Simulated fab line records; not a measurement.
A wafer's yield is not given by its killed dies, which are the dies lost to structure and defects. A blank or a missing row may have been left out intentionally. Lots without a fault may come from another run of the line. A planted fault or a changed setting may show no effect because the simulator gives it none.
fab line records	flow sky130
[record] lots = 6	wafers = 18	last_day = 49
route steps=708 shown POLY_GATE@217 LDD_N@237 LDD_P@255 PAD_OPEN@708
lots that met no fault: from a run of the same line without faults
start_h: hours from the record's opening day to when the first of the lot's shown wafers began	wait_h: time in hours since the lot's previous step	" unchanged from the row above	L1.1+2: one row covering several wafers at once	- no value present, or no start provided	* or withheld: withheld	< > ~ a bound
route shown NAME@n: a module of which the file shows steps, and the number in the route of the first	usual: the fault-free wafers' mean and standard deviation	same: alike in all rows	chamber/n: place in a boat	sites: per-site readings	_std_site: the values' standard deviation	_edge_site: outer sites' mean less inner sites'	radius_mm: for every site, how far away it sits from the centre of the wafer	mask NAME#n: copy n	behind: the most recent tool/chamber to have shaped the wafer	hold: the reason the lot was held/the length of the hold in hours/how it ended	device: names the non-switching transistor (n, p or np)	end of line: tests of these same wafers at the route's end	a step given without rows: its recipe and nothing more	killed: not the wafer's yield, but the dies lost to structure and defects at the first sort	map: shows each die of a wafer: x if killed, . if not, _ if none is there
set.NAME: setting as actually run; set.NAME@STEP: the setting as run at that earlier step	model.NAME: the simulator's own value behind a step, which no gauge read
lots seen at some steps along the route; tables by step, rows by wafer
services: when a tool's chamber went out of use (start_h, in hours from the record's first day, below 0 if earlier), for how many hours, and the reason
[[steps]]
[step SKY_POLY_GATE_CVD_03]
[recipe] material = Si3N4	precursor = DCS/NH3	target_thk_nm = 75	temp_c = 770	time_s = 1290	pressure_mtorr = 250
[step SKY_POLY_GATE_THK_MEAS_04]
[recipe] reads = Si3N4_of_POLY_GATE_CVD_03
[usual] POLY_GATE_CVD_03_THK = 74.7/0.73
lot.wafer	tool	chamber	start_h	wait_h	POLY_GATE_CVD_03_THK[nm]
L136.2	film_metro-01	-	362.51	0.0	73.9
L136.5	"	-	"	"	74.7
L136.6	"	-	"	"	74.9
L137.1	film_metro-01	-	372.56	0.0	75.2
L137.3	"	-	"	"	75.0
L137.5	"	-	"	"	76.0
L143.1	film_metro-02	-	413.22	0.0	74.1
L143.5	"	-	"	"	74.6
L143.6	"	-	"	"	74.5
L151.1	film_metro-01	-	489.10	0.0	73.9
L151.3	"	-	"	"	75.1
L151.5	"	-	"	"	73.6
L153.2	film_metro-03	-	507.05	0.0	76.2
L153.3	"	-	"	"	75.0
L153.4	"	-	"	"	75.8
L154.2	film_metro-03	-	517.09	0.0	74.1
L154.5	"	-	"	"	74.7
L154.6	"	-	"	"	74.2
[step SKY_POLY_GATE_DEHYDRATE_05]
[recipe] temp_c = 200	time_s = 60
[step SKY_POLY_GATE_HMDS_06]
[recipe] prime_time_s = 60	prime_temp_c = 120
[step SKY_POLY_GATE_COAT_07]
[recipe] resist = BARC	temp_c = withheld	time_s = withheld	spin_rpm = 3000	resist_thk_nm = 110
[step SKY_POLY_GATE_COAT_08]
[recipe] resist = KrF-thick	spin_rpm = 3000	resist_thk_nm = 450
[step SKY_POLY_GATE_SOFTBAKE_09]
[recipe] temp_c = 100	time_s = 90	resist = KrF-thick
[step SKY_POLY_GATE_EXPOSE_10]
[recipe] mask_id = P1M	na = 0.68	source_shape = conventional	sigma_outer = 0.6	target_cd_nm = 150	dose_mj = 28
[step SKY_POLY_GATE_PEB_11]
[recipe] peb_temp_c = withheld	peb_time_s = withheld	resist = KrF-thick
[step SKY_POLY_GATE_DEVELOP_12]
[recipe] develop_time_s = 60	resist = KrF-thick	dev_temp_c = 21
[step SKY_POLY_GATE_CD_MEAS_13]
[recipe] target_cd_nm = 150
[usual] cd_nm = 150.2/1.6
lot.wafer	tool	chamber	start_h	wait_h	cd_nm
L136.2	cd_sem-02	-	389.65	-	151.6
L136.5	"	-	"	"	152.4
L136.6	"	-	"	"	151.0
L137.1	cd_sem-02	-	400.48	-	150.1
L137.3	"	-	"	"	150.8
L137.5	"	-	"	"	148.1
L143.1	cd_sem-01	-	443.34	-	151.9
L143.5	"	-	"	"	152.8
L143.6	"	-	"	"	150.2
L151.1	cd_sem-01	-	519.48	-	147.8
L151.3	"	-	"	"	146.5
L151.5	"	-	"	"	147.5
L153.2	cd_sem-02	-	537.95	-	148.6
L153.3	"	-	"	"	149.5
L153.4	"	-	"	"	146.8
L154.2	cd_sem-02	-	547.50	-	150.8
L154.5	"	-	"	"	149.6
L154.6	"	-	"	"	150.8
[step SKY_POLY_GATE_OVL_MEAS_14]
[usual] POLY_GATE_OVL = -1/5
lot.wafer	tool	chamber	start_h	wait_h	POLY_GATE_OVL[nm]
L136.2	overlay-01	-	389.75	0.1	-2
L136.5	"	-	"	"	-2
L136.6	"	-	"	"	2
L137.1	overlay-01	-	400.60	0.1	-1
L137.3	"	-	"	"	-3
L137.5	"	-	"	"	-6
L143.1	overlay-02	-	443.46	0.1	-1
L143.5	"	-	"	"	-2
L143.6	"	-	"	"	-1
L151.1	overlay-02	-	519.60	0.1	1
L151.3	"	-	"	"	-7
L151.5	"	-	"	"	2
L153.2	overlay-01	-	538.05	0.1	4
L153.3	"	-	"	"	-1
L153.4	"	-	"	"	4
L154.2	overlay-02	-	547.60	0.1	-8
L154.5	"	-	"	"	-1
L154.6	"	-	"	"	-6
[step SKY_POLY_GATE_ETCH_15]
[recipe] chemistry = N2/H2	target = BARC	ion_energy_ev = 200	source_w = 500	bias_w = 100	pressure_mtorr = 30	n2_flow_sccm = 100	h2_flow_sccm = 200	stop_on = SiO2	time_s = 118.5	target_depth_a = 1100
[usual] drypump_motor_current_A = 5.9/0.34	n2_flow_sccm = 100.02/0.28	oes_product_au = 0.717/0.0043	rf_fwd_power_W = 497.3/1.6	throttle_valve_pct = 13.212/0.0098
lot.wafer	tool	chamber	start_h	wait_h	drypump_motor_current_A	n2_flow_sccm	oes_product_au	rf_fwd_power_W	rf_hours_counter_h	throttle_valve_pct
L136.2	rie_diel-03	1	389.78	0.0	5.6	100.17	0.709	501.3	1	13.222
L136.5	"	2	"	"	5.9	99.99	0.724	500.7	-	13.215
L136.6	"	1	"	"	5.6	100.44	0.718	501.4	-	13.209
L137.1	rie_diel-01	3	400.63	0.0	6.5	99.68	0.712	498.7	28	13.205
L137.3	"	2	"	"	6.0	100.07	0.720	495.9	50	13.211
L137.5	"	0	"	"	5.7	100.30	0.723	497.6	-	13.211
L143.1	rie_diel-02	3	443.49	0.0	5.9	99.78	0.726	497.1	3	13.198
L143.5	"	3	"	"	5.9	100.28	0.721	497.1	-	13.205
L143.6	"	0	"	"	5.8	100.53	0.720	499.1	-	13.202
L151.1	rie_diel-03	3	519.63	0.0	6.2	99.95	0.722	496.0	0	13.220
L151.3	"	1	"	"	5.6	99.73	0.713	499.2	3	13.202
L151.5	"	1	"	"	5.6	99.41	0.722	497.8	-	13.210
L153.2	rie_diel-01	2	538.08	0.0	6.0	99.88	0.725	496.8	52	13.204
L153.3	"	3	"	"	6.5	100.01	0.716	499.1	30	13.213
L153.4	"	0	"	"	5.7	100.12	0.714	499.0	19	13.230
L154.2	rie_diel-01	3	547.63	0.0	6.5	100.24	0.720	496.2	31	13.209
L154.5	"	0	"	"	5.7	99.90	0.717	498.4	-	13.203
L154.6	"	3	"	"	6.4	100.06	0.720	497.5	-	13.214
[step SKY_POLY_GATE_ETCH_16]
[recipe] stop_on = poly-Si	chemistry = CH3F/O2	target = Si3N4	source_w = 400	bias_w = 80	pressure_mtorr = 25	ch3f_flow_sccm = 40	O2_flow_sccm = 30	time_s = 147.5	target_depth_a = 750
[usual] drypump_motor_current_A = 5.9/0.33	oes_product_au = 0.638/0.0048	rf_fwd_power_W = 398.2/1.3	throttle_valve_pct = 10.535/0.0096
lot.wafer	tool	chamber	start_h	wait_h	drypump_motor_current_A	oes_product_au	rf_fwd_power_W	rf_hours_counter_h	throttle_valve_pct
L136.2	rie_diel-03	1	389.86	0.0	5.6	0.630	397.1	1	10.552
L136.5	"	2	"	"	5.9	0.642	399.7	-	10.539
L136.6	"	1	"	"	5.6	0.644	398.5	-	10.530
L137.1	rie_diel-01	3	400.71	0.0	6.5	0.645	397.2	28	10.520
L137.3	"	2	"	"	6.0	0.641	395.8	50	10.521
L137.5	"	0	"	"	5.7	0.638	398.3	-	10.541
L143.1	rie_diel-02	3	443.58	0.0	5.9	0.630	396.8	3	10.536
L143.5	"	3	"	"	5.9	0.645	397.6	-	10.542
L143.6	"	0	"	"	5.7	0.640	398.9	-	10.539
L151.1	rie_diel-03	3	519.71	0.0	6.3	0.629	399.7	0	10.538
L151.3	"	1	"	"	5.6	0.642	399.3	3	10.530
L151.5	"	1	"	"	5.6	0.644	399.7	-	10.530
L153.2	rie_diel-01	2	538.16	0.0	6.0	0.642	397.8	52	10.544
L153.3	"	3	"	"	6.4	0.638	397.5	31	10.519
L153.4	"	0	"	"	5.7	0.645	398.7	19	10.530
L154.2	rie_diel-01	3	547.72	0.0	6.5	0.642	397.9	31	10.529
L154.5	"	0	"	"	5.7	0.640	398.9	-	10.545
L154.6	"	3	"	"	6.5	0.641	398.3	-	10.534
[step SKY_POLY_GATE_ETCH_17]
[recipe] target_depth_nm = 180	stop_on = SiO2	over_etch_frac = 0.56667	chemistry = HBr/Cl2	target = poly-Si	icp_w = 400	bias_w = 100	pressure_mtorr = 10	HBr_flow_sccm = 150	Cl2_flow_sccm = 50	time_s = 70.5
[usual] drypump_motor_current_A = 5.5/0.53	oes_product_au = 0.985/0.007	rf_fwd_power_W = 397.2/1.4	throttle_valve_pct = 33.684/0.01
lot.wafer	tool	chamber	start_h	wait_h	drypump_motor_current_A	oes_product_au	rf_fwd_power_W	rf_hours_counter_h	throttle_valve_pct
L136.2	rie_si-02	3	389.96	0.0	6.2	0.989	394.4	46	33.693
L136.5	"	1	"	"	6.2	0.982	398.1	-	33.694
L136.6	"	0	"	"	6.3	0.981	394.6	-	33.677
L137.1	rie_si-01	2	400.81	0.0	5.1	0.989	397.5	39	33.689
L137.3	"	3	"	"	5.3	0.982	399.0	1	33.684
L137.5	"	2	"	"	5.1	0.992	396.8	-	33.686
L143.1	rie_si-01	0	443.67	0.0	5.0	0.987	398.0	1	33.669
L143.5	"	2	"	"	5.1	0.999	396.2	-	33.707
L143.6	"	3	"	"	5.3	0.996	399.5	-	33.686
L151.1	rie_si-02	2	519.81	0.0	6.0	0.990	395.9	3	33.694
L151.3	"	1	"	"	6.2	0.984	397.5	2	33.680
L151.5	"	1	"	"	6.2	0.975	395.3	-	33.688
L153.2	rie_si-02	2	538.26	0.0	6.0	0.978	398.3	3	33.683
L153.3	"	3	"	"	6.2	0.982	397.6	46	33.694
L153.4	"	3	"	"	6.2	0.982	396.2	-	33.696
L154.2	rie_si-01	3	547.82	0.0	5.3	0.990	398.6	2	33.677
L154.5	"	2	"	"	5.1	0.996	394.8	-	33.676
L154.6	"	3	"	"	5.3	0.990	397.7	-	33.672
[step SKY_POLY_GATE_STRIP_18]
[recipe] chemistry = O2/N2	power_w = 1400	pressure_mtorr = 1500	platen_temp_c = withheld	o2_flow_sccm = 3000	n2_flow_sccm = 300	overash_fraction = 0.5
[usual] drypump_motor_current_A = 5.7/0.34	n2_flow_sccm = 300.0/0.94	oes_product_au = 0.360/0.0048	strip_time_to_endpoint_s = 3.152/0.027
[same] overash_fraction = 0.5
lot.wafer	tool	chamber	start_h	wait_h	drypump_motor_current_A	n2_flow_sccm	oes_product_au	rf_hours_counter_h	strip_time_to_endpoint_s
L136.2	plasma_asher-02	0	390.02	0.0	5.3	300.0	0.357	24	3.127
L136.5	"	1	"	"	5.7	300.6	0.357	-	3.118
L136.6	"	0	"	"	5.3	299.0	0.367	-	3.149
L137.1	plasma_asher-01	1	400.87	0.0	5.6	300.5	0.361	71	3.167
L137.3	"	0	"	"	5.3	298.7	0.365	-	3.109
L137.5	"	1	"	"	5.6	300.5	0.356	-	3.163
L143.1	plasma_asher-01	0	443.73	0.0	5.3	300.6	0.358	1	3.225
L143.5	"	1	"	"	5.6	301.6	0.359	-	3.214
L143.6	"	0	"	"	5.3	300.2	0.368	-	3.175
L151.1	plasma_asher-01	1	519.87	0.0	5.6	299.8	0.362	8	3.186
L151.3	"	1	"	"	5.6	300.2	0.360	-	3.169
L151.5	"	1	"	"	5.6	299.5	0.355	-	3.141
L153.2	plasma_asher-01	1	538.32	0.0	5.6	300.5	0.356	10	3.112
L153.3	"	0	"	"	5.3	300.5	0.363	-	3.174
L153.4	"	1	"	"	5.6	299.3	0.370	-	3.165
L154.2	plasma_asher-02	0	547.87	0.0	5.3	300.2	0.365	39	3.159
L154.5	"	1	"	"	5.8	299.8	0.364	-	3.167
L154.6	"	0	"	"	5.3	299.4	0.359	-	3.165
[step SKY_POLY_GATE_CLEAN_19]
[recipe] chemistry = SC1/SC2	mix = 1:4:20	temp_c = 70	time_s = 150	dry = n2_spin
[step SKY_POLY_GATE_OXIDATION_20]
[recipe] temp_c = 850	ambient = O2	stabilise_s = 600	purge_s = 300	target_thk_a = 40	ox_time_s = 899
[step SKY_POLY_GATE_THK_MEAS_21]
[recipe] reads = SiO2_of_POLY_GATE_OXIDATION_20
[usual] POLY_GATE_OXIDATION_THK = 3.95/0.078
lot.wafer	tool	chamber	start_h	wait_h	POLY_GATE_OXIDATION_THK[nm]
L136.2	film_metro-03	-	394.22	0.0	4.00
L136.5	"	-	"	"	4.00
L136.6	"	-	"	"	4.00
L137.1	film_metro-03	-	403.88	0.0	4.05
L137.3	"	-	"	"	3.96
L137.5	"	-	"	"	3.80
L143.1	film_metro-01	-	445.13	0.0	3.84
L143.5	"	-	"	"	3.87
L143.6	"	-	"	"	3.91
L151.1	film_metro-02	-	521.27	0.0	4.04
L151.3	"	-	"	"	4.01
L151.5	"	-	"	"	3.95
L153.2	film_metro-01	-	539.73	0.0	3.99
L153.3	"	-	"	"	3.95
L153.4	"	-	"	"	3.98
L154.2	film_metro-03	-	549.31	0.0	3.94
L154.5	"	-	"	"	3.98
L154.6	"	-	"	"	3.93
[step SKY_POLY_GATE_CD_MEAS_22]
[usual] cd_nm = 150.3/2.2
lot.wafer	tool	chamber	start_h	wait_h	cd_nm
L136.2	cd_sem-02	-	394.30	0.1	151.9
L136.5	"	-	"	"	153.7
L136.6	"	-	"	"	150.9
L137.1	cd_sem-02	-	403.94	0.1	149.4
L137.3	"	-	"	"	151.0
L137.5	"	-	"	"	147.1
L143.1	cd_sem-02	-	445.19	0.1	151.0
L143.5	"	-	"	"	152.4
L143.6	"	-	"	"	150.4
L151.1	cd_sem-01	-	521.33	0.1	150.8
L151.3	"	-	"	"	148.3
L151.5	"	-	"	"	150.5
L153.2	cd_sem-01	-	539.81	0.1	149.5
L153.3	"	-	"	"	147.6
L153.4	"	-	"	"	146.1
L154.2	cd_sem-02	-	549.39	0.1	147.5
L154.5	"	-	"	"	146.5
L154.6	"	-	"	"	148.2
[step SKY_LDD_N_DEHYDRATE_00]
[recipe] temp_c = 200	time_s = 60
[step SKY_LDD_N_HMDS_01]
[recipe] prime_time_s = 60	prime_temp_c = 120
[step SKY_LDD_N_COAT_02]
[recipe] resist = NOVOLAK	spin_rpm = 3000	resist_thk_nm = 300
[step SKY_LDD_N_SOFTBAKE_03]
[recipe] temp_c = 90	time_s = 60	resist = NOVOLAK
[step SKY_LDD_N_EXPOSE_04]
[recipe] mask_id = NTM	target_cd_nm = 840	na = 0.6	source_shape = conventional	sigma_outer = 0.6	dose_mj = 110
[step SKY_LDD_N_PEB_05]
[recipe] temp_c = withheld	time_s = *	resist = NOVOLAK
[step SKY_LDD_N_DEVELOP_06]
[recipe] develop_time_s = 60	dev_temp_c = 23
[step SKY_LDD_N_OVL_MEAS_07]
[usual] LDD_N_OVL = -0.4/1.4
lot.wafer	tool	chamber	start_h	wait_h	LDD_N_OVL[nm]
L136.2	overlay-02	-	423.61	0.1	-2.8
L136.5	"	-	"	"	0.8
L136.6	"	-	"	"	0.4
L137.1	overlay-02	-	434.60	0.1	0.1
L137.3	"	-	"	"	3.1
L137.5	"	-	"	"	2.3
L143.1	overlay-01	-	476.29	0.1	-2.2
L143.5	"	-	"	"	-1.1
L143.6	"	-	"	"	-0.2
L151.1	overlay-01	-	551.94	0.1	-0.8
L151.3	"	-	"	"	-0.5
L151.5	"	-	"	"	1.1
L153.2	overlay-01	-	569.80	0.1	-2.5
L153.3	"	-	"	"	-2.7
L153.4	"	-	"	"	-1.9
L154.2	overlay-01	-	578.64	0.1	-1.5
L154.5	"	-	"	"	-0.5
L154.6	"	-	"	"	0.6
[step SKY_LDD_N_IMPLANT_08]
[recipe] species = As	energy_kev = 20	dose_cm2 = 7.5e+13	tilt_deg = withheld	rotation_deg = 23
[step SKY_LDD_N_IMPLANT_09]
[recipe] species = As	energy_kev = 20	dose_cm2 = 7.5e+13	tilt_deg = withheld	rotation_deg = 113
[step SKY_LDD_N_IMPLANT_10]
[recipe] species = As	energy_kev = 20	dose_cm2 = 7.5e+13	tilt_deg = withheld	rotation_deg = 203
[step SKY_LDD_N_IMPLANT_11]
[recipe] species = As	energy_kev = 20	dose_cm2 = 7.5e+13	tilt_deg = withheld	rotation_deg = 293
[step SKY_LDD_N_IMPLANT_12]
[recipe] species = BF2	energy_kev = 50	dose_cm2 = 5e+12	tilt_deg = 30	rotation_deg = 0
[step SKY_LDD_N_IMPLANT_13]
[recipe] species = BF2	energy_kev = 50	dose_cm2 = 5e+12	tilt_deg = 30	rotation_deg = 90
[step SKY_LDD_N_IMPLANT_14]
[recipe] species = BF2	energy_kev = 50	dose_cm2 = 5e+12	tilt_deg = 30	rotation_deg = 180
[step SKY_LDD_N_IMPLANT_15]
[recipe] species = BF2	energy_kev = 50	dose_cm2 = 5e+12	tilt_deg = 30	rotation_deg = 270
[step SKY_LDD_N_STRIP_16]
[recipe] chemistry = O2/N2	power_w = 1400	pressure_mtorr = 1500	platen_temp_c = withheld	o2_flow_sccm = 3000	n2_flow_sccm = 300	overash_fraction = 0.5
[usual] drypump_motor_current_A = 5.9/0.46	n2_flow_sccm = 300.1/0.89	oes_product_au = 0.406/0.0046	strip_time_to_endpoint_s = 4.320/0.016
[same] overash_fraction = 0.5
lot.wafer	tool	chamber	start_h	wait_h	drypump_motor_current_A	n2_flow_sccm	oes_product_au	rf_hours_counter_h	strip_time_to_endpoint_s
L136.2	plasma_asher-03	0	424.84	0.1	6.7	300.1	0.411	59	4.323
L136.5	"	1	"	"	5.5	300.2	0.402	-	4.329
L136.6	"	0	"	"	6.6	300.6	0.395	-	4.332
L137.1	plasma_asher-04	1	435.84	0.1	6.2	301.5	0.406	76	4.313
L137.3	"	0	"	"	5.9	300.4	0.409	-	4.319
L137.5	"	0	"	"	5.9	300.3	0.408	-	4.333
L143.1	plasma_asher-03	1	477.52	0.1	5.5	300.4	0.402	64	4.304
L143.5	"	1	"	"	5.5	299.2	0.407	-	4.330
L143.6	"	0	"	"	6.7	299.9	0.405	-	4.328
L151.1	plasma_asher-03	0	553.17	0.1	6.7	300.0	0.401	72	4.330
L151.3	"	1	"	"	5.5	300.6	0.412	-	4.324
L151.5	"	0	"	"	6.7	300.4	0.403	-	4.318
L153.2	plasma_asher-04	0	571.03	0.1	5.9	299.3	0.407	91	4.298
L153.3	"	0	"	"	5.9	300.1	0.403	-	4.307
L153.4	"	1	"	"	6.2	300.0	0.410	-	4.336
L154.2	plasma_asher-04	1	579.87	0.1	6.2	301.2	0.412	92	4.334
L154.5	"	1	"	"	6.2	301.5	0.410	-	4.327
L154.6	"	0	"	"	5.9	298.8	0.405	-	4.323
[step SKY_LDD_N_TW_MEAS_17]
[usual] LDD_N_TW = 2587/17
lot.wafer	tool	chamber	start_h	wait_h	LDD_N_TW
L136.2	film_metro-03	-	424.95	0.1	2547
L136.5	"	-	"	"	2557
L136.6	"	-	"	"	2564
L137.1	film_metro-04	-	435.94	0.1	2608
L137.3	"	-	"	"	2613
L137.5	"	-	"	"	2613
L143.1	film_metro-03	-	477.62	0.1	2586
L143.5	"	-	"	"	2594
L143.6	"	-	"	"	2591
L151.1	film_metro-02	-	553.27	0.1	2605
L151.3	"	-	"	"	2603
L151.5	"	-	"	"	2602
L153.2	film_metro-03	-	571.14	0.1	2567
L153.3	"	-	"	"	2568
L153.4	"	-	"	"	2563
L154.2	film_metro-02	-	579.98	0.1	2599
L154.5	"	-	"	"	2587
L154.6	"	-	"	"	2598
[step SKY_LDD_P_DEHYDRATE_00]
[recipe] temp_c = 200	time_s = 60
[step SKY_LDD_P_HMDS_01]
[recipe] prime_time_s = 60	prime_temp_c = 120
[step SKY_LDD_P_COAT_02]
[recipe] resist = NOVOLAK	spin_rpm = 3000	resist_thk_nm = 1140
[step SKY_LDD_P_SOFTBAKE_03]
[recipe] temp_c = 90	time_s = 60	resist = NOVOLAK
[step SKY_PAD_OPEN_PROBE_99]
[usual] killed_at_M0_to_M3 = 43/7	killed_at_M4_up = 3.1/2	killed_at_contacts = 24/5.3	killed_at_front_end = 15/4.2	killed_at_other = 0.4/0.66	killed_dies = 86/9.5	killed_open = 47/7.4	killed_short = 38/6.2
[same] gross_dies = 492	killed_at_back_side = 0
lot.wafer	tool	chamber	start_h	wait_h	killed_at_M0_to_M3	killed_at_M4_up	killed_at_contacts	killed_at_front_end	killed_at_other	killed_dies	killed_open	killed_short
L137.1	prober-02	-	1097.15	0.1	45	3	24	9	0	81	42	39
L137.3	prober-02	-	1097.25	0.2	42	3	27	14	0	86	52	32
L137.5	prober-02	-	1097.35	0.2	51	0	25	11	2	89	49	36
L143.1	prober-02	-	1126.93	0.1	36	1	21	13	0	71	37	34
L143.5	prober-02	-	1127.13	0.2	48	2	17	19	0	86	44	42
L143.6	prober-02	-	1127.18	0.2	37	2	30	13	0	82	50	32
L153.2	prober-01	-	1181.77	0.1	41	3	23	28	1	96	41	43
L153.3	prober-01	-	1181.82	0.2	45	6	28	58	0	137	59	41
L153.4	prober-01	-	1181.87	0.2	43	3	25	52	1	124	52	33
L154.2	prober-02	-	1185.07	0.1	38	2	22	65	0	127	49	40
L154.5	prober-02	-	1185.22	0.2	35	1	24	62	2	124	45	32
L154.6	prober-02	-	1185.27	0.2	38	1	38	52	0	129	46	42
// killed by level:class
L137.1 CONTACT:geometric_particle:open=11 VIA1:geometric_particle:open=11 VIA1:geometric_particle:short=8 CONTACT:geometric_particle:short=5 VIA3:geometric_particle:short=5 METAL2:geometric_particle:short=5 LI_CONTACT:geometric_particle:open=4 VIA3:geometric_particle:open=4
L137.3 VIA1:geometric_particle:open=14 LI_CONTACT:geometric_particle:open=11 VIA3:geometric_particle:open=8 CONTACT:geometric_particle:open=7 METAL1:geometric_particle:short=5 FIELD_ISO:geometric_particle:open=4 CONTACT:geometric_particle:short=4 VIA1:geometric_particle:short=4
L137.5 CONTACT:geometric_particle:open=12 VIA1:geometric_particle:open=10 METAL2:geometric_particle:short=9 LI_CONTACT:geometric_particle:open=7 VIA3:geometric_particle:open=7 METAL1:geometric_particle:short=5 VIA1:geometric_particle:short=5 VIA2:geometric_particle:open=5
L143.1 VIA1:geometric_particle:open=9 CONTACT:geometric_particle:open=7 METAL1:geometric_particle:short=7 CONTACT:geometric_particle:short=5 VIA2:geometric_particle:open=5 VIA3:geometric_particle:open=5 LOCAL_INTERCONNECT:geometric_particle:short=4 FIELD_ISO:geometric_particle:open=3
L143.5 VIA1:geometric_particle:open=9 VIA3:geometric_particle:open=8 METAL2:geometric_particle:short=8 FIELD_ISO:geometric_particle:short=6 VIA1:geometric_particle:short=6 VIA2:geometric_particle:open=6 POLY_GATE:geometric_particle:open=4 LI_CONTACT:geometric_particle:open=4
L143.6 CONTACT:geometric_particle:open=15 VIA3:geometric_particle:open=10 LI_CONTACT:geometric_particle:open=7 FIELD_ISO:geometric_particle:short=5 VIA1:geometric_particle:short=5 VIA2:geometric_particle:open=5 METAL1:geometric_particle:short=4 METAL2:geometric_particle:short=4
L153.2 POLY_GATE:unspecified=11 VIA1:geometric_particle:open=11 CONTACT:geometric_particle:open=10 METAL2:geometric_particle:short=10 LI_CONTACT:geometric_particle:open=6 POLY_GATE:geometric_particle:short=5 FIELD_ISO:geometric_particle:short=4 LI_CONTACT:geometric_particle:short=4
L153.3 POLY_GATE:unspecified=37 VIA1:geometric_particle:open=12 LI_CONTACT:geometric_particle:open=11 CONTACT:geometric_particle:open=9 METAL1:geometric_particle:short=7 VIA3:geometric_particle:open=7 FIELD_ISO:geometric_particle:short=6 FIELD_ISO:geometric_particle:open=5
L153.4 POLY_GATE:unspecified=39 VIA1:geometric_particle:open=12 CONTACT:geometric_particle:open=10 METAL2:geometric_particle:short=7 LI_CONTACT:geometric_particle:open=6 FIELD_ISO:geometric_particle:open=5 VIA2:geometric_particle:open=5 VIA3:geometric_particle:open=5
L154.2 POLY_GATE:unspecified=38 VIA3:geometric_particle:open=10 FIELD_ISO:geometric_particle:open=8 LI_CONTACT:geometric_particle:open=7 METAL1:geometric_particle:short=7 POLY_GATE:geometric_particle:open=6 METAL2:geometric_particle:short=6 CONTACT:geometric_particle:short=6
L154.5 POLY_GATE:unspecified=45 CONTACT:geometric_particle:open=12 VIA1:geometric_particle:open=8 FIELD_ISO:geometric_particle:open=6 METAL1:geometric_particle:short=6 POLY_GATE:geometric_particle:short=5 LI_CONTACT:geometric_particle:open=5 VIA3:geometric_particle:open=5
L154.6 POLY_GATE:unspecified=41 LOCAL_INTERCONNECT:geometric_particle:short=10 CONTACT:geometric_particle:open=10 VIA3:geometric_particle:open=10 VIA1:geometric_particle:open=8 LI_CONTACT:geometric_particle:open=6 CONTACT:geometric_particle:short=6 LI_CONTACT:geometric_particle:short=5
// map L153.3 (x killed, . not)
__________.xx.x....._________
________xxxxxxx.xx...._______
______..xxxxxxxx.......x_____
_____..xxxxxxxx..x.xx....____
____.x..xxxxxxx.x.....x...___
___......x.xxx....x...x....__
__.......xx..x.....xxx.x...._
_xxx.x......xx.x.x..x.....xxx
_.x.......x......xxx...x.....
_........x.x....x.x.xx..x..xx
_.......xx.........x...x.....
_..x.........................
_x..........x..x..x.xx..x....
_...xx.........x..x......x...
_x.......x..x.x........x...x.
__.......x.xx...x..x.......x_
___.......x....x.....x.x..x__
____.....x.........x....xx___
_____..x.....x.....x.....____
______.x....xx...x......_____
________..x.x.x..x.xx._______
__________x..xx.x..._________
// map L154.6 (x killed, . not)
__________xxxxx....._________
________.xxxxxxxx...x._______
______xx.xxxxxxxxx..x..x_____
_____.x.xxxxxxx.x........____
____.xx..xxxxx.x.........x___
___x......xxx.xx.....x.xx.x__
__.x......xx...xx...x.xx...._
_.....x.....x......x.......x.
_x....xx..xx.................
_.........x...x...x....x..x..
_x........x...x......x..x..x.
_........x..x.xx.........x..x
_.x......x.x.x...............
_x....x........x....xx..x....
_x.x............x.x.........x
__..........x......x..xx...._
___........x...........x...__
____.......x.xx.x.x...x...___
_____..x..x....xx.x......____
______.xxx....x.x......x_____
________....x........._______
__________.......x.._________
[[services]]
tool	chamber	start_h	hours	kind
plasma_asher-03	-	376.92	0.8	repair
rie_diel-01	-	377.83	2.8	pm
rie_diel-01	0	378.02	2.6	repair
plasma_asher-03	-	379.36	1.3	repair
rie_diel-02	-	402.36	2.8	pm
rie_diel-02	1	406.25	1.2	repair
rie_diel-01	3	408.59	1.6	repair
rie_si-02	-	418.14	2.8	pm
plasma_asher-01	-	421.25	9.0	pm
rie_diel-01	2	450.80	17.4	repair
plasma_asher-04	-	459.88	1.3	repair
plasma_asher-01	-	480.96	14.6	pm
rie_diel-01	2	492.04	3.7	repair
rie_si-01	-	493.46	2.8	pm
rie_si-02	3	493.67	5.0	repair
plasma_asher-04	-	512.98	0.6	repair
plasma_asher-02	-	523.35	11.1	repair
rie_si-02	2	525.37	7.4	repair
rie_si-02	0	536.15	3.1	repair
rie_si-02	0	540.77	2.9	repair
rie_diel-01	1	550.65	5.4	repair
rie_si-02	-	561.93	3.2	repair
plasma_asher-03	-	569.07	1.4	repair
rie_diel-03	3	576.83	27.3	repair
[[key]]
[first_sign] step = SKY_PAD_OPEN_PROBE_99	reading = killed_at_front_end	direction = up	sigmas = 8.8	usual = 15	struck = 53
[effect] step = SKY_PAD_OPEN_PROBE_99	reading = killed_dies	direction = up	sigmas = 3.9	usual = 86	struck = 123	wafers_moved = 5
met_at SKY_POLY_GATE_ETCH_15
struck_wafers L153.2,L153.3,L153.4,L154.2,L154.5,L154.6
tester_left_out L153,L154
onset_between 400.63 538.08
also_fits time
[fault] kind = chamber_particle_source	tool = rie_diel-01	chamber = -	onset_h = 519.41	steps = SKY_POLY_GATE_ETCH_15	rate_per_visit_cm2 = 0.5108	end_h = 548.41
// tester_left_out: of these lots the tester's yield and bins aren't shown, on N5 and GAA mostly nor the transistor test; their killed dies are dies lost to structure and defects alone, not to doping, threshold or leakage, so they don't give the yield
